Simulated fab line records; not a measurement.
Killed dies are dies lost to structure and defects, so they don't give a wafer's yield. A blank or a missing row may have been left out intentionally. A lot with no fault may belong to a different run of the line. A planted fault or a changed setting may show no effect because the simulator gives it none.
The tool behind it: which one? | flow sky130 | 13 lots with 38 wafers sampled at 5 steps, on a route of 708 steps

WHAT THE GAUGES READ, wafer by wafer
SKY_SONOS_ONO_CD_MEAS_13 targets a cd of 410 nm.
lot  | measured     | on       | cdNm (nm)
L133 | day 12 17:19 | cdSem-01 | 417.0 415.0 414.4
L134 | day 13 01:39 | cdSem-02 | 406.5 408.2 406.9
L135 | day 13 15:43 | cdSem-02 | 409.9 409.6 409.8
L136 | day 13 22:26 | cdSem-02 | 409.0 409.4 409.2
L144 | day 16 14:11 | cdSem-01 | 410.5 408.3 409.5
L146 | day 17 05:46 | cdSem-01 | 410.6 410.9
L148 | day 17 23:35 | cdSem-01 | 407.3 412.3 410.8
L149 | day 18 08:52 | cdSem-02 | 416.7 418.1 418.3
L150 | day 19 00:58 | cdSem-02 | 413.0 412.5 411.5
L151 | day 19 04:55 | cdSem-02 | 412.0 410.7 411.5
L153 | day 20 03:54 | cdSem-02 | 410.1 410.4 410.2
L154 | day 20 13:43 | cdSem-01 | 408.1 407.3 407.0
L155 | day 20 17:07 | cdSem-01 | 410.9 411.0 412.7

SKY_POLY_GATE_THK_MEAS_04.
lot  | measured     | on           | POLY_GATE_CVD_03_THK (nm)
L133 | day 15 04:41 | filmMetro-04 | 73.9 73.6 73.8
L134 | day 15 14:50 | filmMetro-04 | 75.3 75.5 74.8
L135 | day 16 06:10 | filmMetro-03 | 74.9 75.4 74.5
L136 | day 16 12:55 | filmMetro-03 | 74.0 73.8 74.1
L144 | day 19 10:02 | filmMetro-04 | 74.8 75.7 75.7
L146 | day 20 08:19 | filmMetro-02 | 76.5 76.0
L148 | day 20 21:14 | filmMetro-02 | 75.0 75.9 75.8
L149 | day 21 06:35 | filmMetro-02 | 75.5 75.4 75.7
L150 | day 22 01:29 | filmMetro-03 | 74.7 74.4 74.4
L151 | day 22 07:13 | filmMetro-03 | 73.9 73.9 73.4
L153 | day 22 23:26 | filmMetro-04 | 74.3 73.9 74.1
L154 | day 23 12:01 | filmMetro-04 | 75.0 74.7 73.9
L155 | day 23 17:13 | filmMetro-04 | 74.7 74.8 75.5

SKY_POLY_GATE_CD_MEAS_13 targets a cd of 150 nm.
lot  | measured     | on       | cdNm (nm)
L133 | day 16 08:04 | cdSem-02 | 150.9 151.6 151.3
L134 | day 16 18:53 | cdSem-01 | 150.1 149.1 150.1
L135 | day 17 11:35 | cdSem-01 | 150.1 148.9 151.8
L136 | day 17 18:07 | cdSem-02 | 149.7 148.6 149.0
L144 | day 20 17:13 | cdSem-02 | 150.7 148.8 144.0
L146 | day 21 15:53 | cdSem-02 | 146.8 145.6
L148 | day 22 04:56 | cdSem-01 | 149.6 149.8 148.3
L149 | day 22 14:27 | cdSem-02 | 150.4 150.8 150.1
L150 | day 23 08:31 | cdSem-01 | 151.1 151.2 151.3
L151 | day 23 12:58 | cdSem-01 | 149.1 148.9 150.4
L153 | day 24 05:44 | cdSem-02 | 148.7 150.2 149.0
L154 | day 24 17:14 | cdSem-01 | 148.5 148.8 148.1
L155 | day 24 22:40 | cdSem-02 | 151.3 150.0 150.7

TOOL THAT RAN EACH LOT (tool first, then ch and the chambers of the sampled wafers, then the start)
lot  | SKY_SONOS_ONO_ETCH_15             | SKY_POLY_GATE_DEVELOP_12
L133 | rieDiel-01 ch 0,3, day 12 17:27   | lithoTrack-01 ch 0, day 16 07:00
L134 | rieDiel-02 ch 1,2,3, day 13 01:48 | lithoTrack-01 ch 0, day 16 18:00
L135 | rieDiel-03 ch 0,3, day 13 15:51   | lithoTrack-02 ch 0, day 17 11:00
L136 | rieDiel-02 ch 0,1,2, day 13 22:36 | lithoTrack-02 ch 0, day 17 17:00
L144 | rieDiel-01 ch 0,3, day 16 14:21   | lithoTrack-02 ch 0, day 20 17:00
L146 | rieDiel-01 ch 1,2, day 17 05:52   | lithoTrack-02 ch 0, day 21 15:00
L148 | rieDiel-01 ch 0,1,3, day 17 23:42 | lithoTrack-04 ch 0, day 22 04:00
L149 | rieDiel-03 ch 0,1,3, day 18 08:58 | lithoTrack-01 ch 0, day 22 14:00
L150 | rieDiel-01 ch 0,2, day 19 01:06   | lithoTrack-01 ch 0, day 23 08:00
L151 | rieDiel-02 ch 0,1, day 19 05:03   | lithoTrack-01 ch 0, day 23 12:00
L153 | rieDiel-03 ch 0,3, day 20 04:03   | lithoTrack-01 ch 0, day 24 05:00
L154 | rieDiel-02 ch 0,1,2, day 20 13:51 | lithoTrack-02 ch 0, day 24 17:00
L155 | rieDiel-01 ch 0,2,3, day 20 17:15 | lithoTrack-04 ch 0, day 24 22:00
- SKY_SONOS_ONO_ETCH_15: etches the open film in CHF3/O2, target depth 19.52 nm, time 7.8 s.
- SKY_POLY_GATE_DEVELOP_12: develop time 60 s.

AS READ BY THE TOOLS THEMSELVES (means over the sampled wafers that have a number; for cases with no such wafer, the mark the record gives instead)
SKY_SONOS_ONO_ETCH_15.
lot  | tool       | O2_flow_sccm (sccm) | drypumpMotorCurrentA (A) | oesProductAu (a.u.) | throttleValvePct (%)
L133 | rieDiel-01 | 4.998               | 6.4                      | 1.011               | 8.837
L134 | rieDiel-02 | 4.985               | 5.8                      | 0.996               | 8.830
L135 | rieDiel-03 | 5.017               | 6.1                      | 0.990               | 8.822
L136 | rieDiel-02 | 4.995               | 5.9                      | 0.999               | 8.828
L144 | rieDiel-01 | 5.001               | 6.3                      | 1.005               | 8.830
L146 | rieDiel-01 | 5.016               | 6.3                      | 0.994               | 8.826
L148 | rieDiel-01 | 4.995               | 6.4                      | 1.003               | 8.819
L149 | rieDiel-03 | 5.014               | 6.1                      | 0.997               | 8.827
L150 | rieDiel-01 | 5.007               | 6.1                      | 1.000               | 8.821
L151 | rieDiel-02 | 5.008               | 5.9                      | 0.998               | 8.819
L153 | rieDiel-03 | 4.986               | 6.1                      | 0.997               | 8.827
L154 | rieDiel-02 | 4.994               | 5.9                      | 0.998               | 8.830
L155 | rieDiel-01 | 4.997               | 6.3                      | 1.007               | 8.837

THE ANSWER, worked out from the rows above alone
Rule: the lots themselves supply what counts as usual. Put in order of their means at a reading, lots are off if they are a third of the lots or fewer, leave a main group of 4 or more, and stand apart from it by a gap of 3 or more times the standard deviation of the main group's means; of several such gaps the widest counts. If all means in a main group match to the digits the tables above print for the reading, that group is not used. Also off: a lot with no number at a reading for which 4 or more lots have one. Where the step has rows for the other lots, those lots are counted as sound. After the gauges, taken in route order, come the tools' own readings; for these a lot's mean is taken, as printed above. At the first step where some lot is off, the reading lying furthest off is the one used; lots without a number count as furthest.
Across all readings shown, no lot is off: no conclusion can be drawn from this.

WHAT THE SIMULATOR HAD INSERTED
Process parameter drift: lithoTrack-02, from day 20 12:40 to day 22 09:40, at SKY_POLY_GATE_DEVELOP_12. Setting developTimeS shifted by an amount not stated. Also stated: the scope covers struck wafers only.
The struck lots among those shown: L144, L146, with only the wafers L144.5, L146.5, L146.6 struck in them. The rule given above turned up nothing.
